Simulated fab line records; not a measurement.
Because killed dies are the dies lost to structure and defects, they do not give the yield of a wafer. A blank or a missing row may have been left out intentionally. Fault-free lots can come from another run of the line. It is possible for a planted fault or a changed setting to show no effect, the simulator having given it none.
The same fault as seen by 2 desks	flow gf180mcu	numbers are kept per desk, each desk with only its own; the story behind them comes last

== THE METROLOGY DESK ==
Lot by lot, what the gauges showed, no matter which tool ran the lot: averages of those sampled wafers that carry a number. Any lot whose mean is over 4 standard deviations away from the usual mean is out of limits and marked OUT; that distance is given in the brackets.
Columns: A = LVPWELL_OVL at GF_LVPWELL_OVL_MEAS_07, usual 0.4 nm; B = VT_IMPLANT_01_OVL at GF_VT_IMPLANT_OVL_MEAS_18, usual 0.2 nm
lot	first seen here	A	B
L906	day 3 20:58	-0.1	0.0
L907	day 4 02:38	1.0	-2.1
L908	day 4 07:46	-0.1	-0.1
L909	day 4 15:37	-0.1	-1.1
L910	day 4 19:58	0.7	-0.3
L911	day 5 00:52	2.7	0.7
L912	day 5 08:52	-0.2	-0.6
L913	day 5 14:43	0.5	-0.5
L914	day 5 16:50	1.9	1.3
L915	day 5 23:16	-0.7	2.0
L922	day 7 15:40	1.2	-0.3
L923	day 7 19:58	0.4	0.7
L924	day 8 05:31	3.4	0.9
L929	day 9 12:32	-1.5	-1.0
Finding of this desk: none of the 14 lots has anything out of limits.

== DESK OF THE TOOL OWNER: cmp-01 ==
The tool's own readings at GF_STI_CMP_25 (polishes, stops on Si3N4, t overpolish 33 s, target thk 524.6 nm): means of the sampled wafers that have a number, for each lot that ran on this tool. Any lot whose mean is over 4 standard deviations away from the usual mean is out of limits and marked OUT; that distance is given in the brackets.
Columns: A = motor_current_A at GF_STI_CMP_25, usual 12.4 A; B = overpolish_run_s at GF_STI_CMP_25, usual 32.999 s; C = slurry_flow_ml_min at GF_STI_CMP_25, usual 150.0; D = time_to_endpoint_s at GF_STI_CMP_25, usual 124 s
lot	first seen here	A	B	C	D
L907	day 2 08:45	13.3	32.998	150.2	123
L910	day 3 01:09	12.2	33.005	149.7	122
L914	day 3 21:14	12.6	32.999	149.6	121
L915	day 4 01:43	12.4	33.001	150.2	123
L922	day 5 13:28	11.4	32.989	149.9	174 (+7.5) OUT
L923	day 5 20:25	12.2	32.993	150.2	176 (+7.8) OUT
L924	day 6 03:31	13.4	33.001	150.3	170 (+6.9) OUT
Finding of this desk: L922, L923, L924 out of limits; the first was L922 at day 5 13:28, on time_to_endpoint_s at GF_STI_CMP_25. In limits: L907, L910, L914, L915.

== TAKEN TOGETHER ==
At day 5 13:28, on L922, L923, L924, the tool owner's desk was in a position to raise an alarm.
At the metrology desk, nothing out of limits was observed.
The metrology desk has L922, L923, L924 on record, within its limits.
The lots listed all ran GF_STI_CMP_25 on cmp-01.

== WHAT HAD BEEN PUT IN BY THE SIMULATOR ==
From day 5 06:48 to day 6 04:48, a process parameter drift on cmp-01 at GF_STI_CMP_25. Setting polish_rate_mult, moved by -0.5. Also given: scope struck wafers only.
Shown lots that were struck: L922, L923, L924.
Hours from the fault's start to each desk's first reading out of limits: the tool owner's desk, 7.
